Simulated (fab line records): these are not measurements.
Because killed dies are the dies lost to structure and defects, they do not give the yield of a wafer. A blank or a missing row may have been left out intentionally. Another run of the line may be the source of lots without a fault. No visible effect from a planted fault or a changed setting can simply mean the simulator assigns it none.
What tool caused it? :: flow gf180mcu :: 7 lots, 21 wafers sampled, at 1 step of a route of 602

== WHAT THE GAUGES READ, wafer by wafer ==
GF_V5_RS_MEAS_24: measurement is done with a four-point probe.
lot: L177
measured: day 27 17:59
on: film_metro-02
V5_W_RS (ohm/sq): 0.331 0.327 0.325

lot: L180
measured: day 28 23:34
on: film_metro-03
V5_W_RS (ohm/sq): 0.321 0.326 0.327

lot: L184
measured: day 30 00:13
on: film_metro-02
V5_W_RS (ohm/sq): 0.324 0.325 0.324

lot: L187
measured: day 30 22:05
on: film_metro-01
V5_W_RS (ohm/sq): 0.322 0.323 0.322

lot: L190
measured: day 31 19:23
on: film_metro-02
V5_W_RS (ohm/sq): 0.333 0.335 0.333

lot: L194
measured: day 32 17:37
on: film_metro-02
V5_W_RS (ohm/sq): 0.324 0.321 0.323

lot: L197
measured: day 33 11:32
on: film_metro-01
V5_W_RS (ohm/sq): 0.335 0.332 0.331

== EACH LOT AND THE TOOL THAT RAN IT (in order: tool; ch and the chambers of the sampled wafers; start) ==
There is no process step in the record ahead of these readings.

== THE ANSWER, worked out from the rows above alone ==
Rule: what is usual is taken from the lots themselves. The widest of any qualifying gaps counts: lots, ordered by their means at a reading, are off when they make up no more than a third of the lots, leave a main group of 4 or more, and stand apart from it by 3 or more times the standard deviation of that group's means. A main group is skipped when, at the precision printed for the reading in the tables above, its means are all equal. A lot without any number at a reading at which 4 lots or more have one is off too. Any other lot the step has rows for is counted as sound.
No lot is off on any of the readings shown, so nothing can be concluded from this.

== WHAT THE SIMULATOR HAD PUT IN ==
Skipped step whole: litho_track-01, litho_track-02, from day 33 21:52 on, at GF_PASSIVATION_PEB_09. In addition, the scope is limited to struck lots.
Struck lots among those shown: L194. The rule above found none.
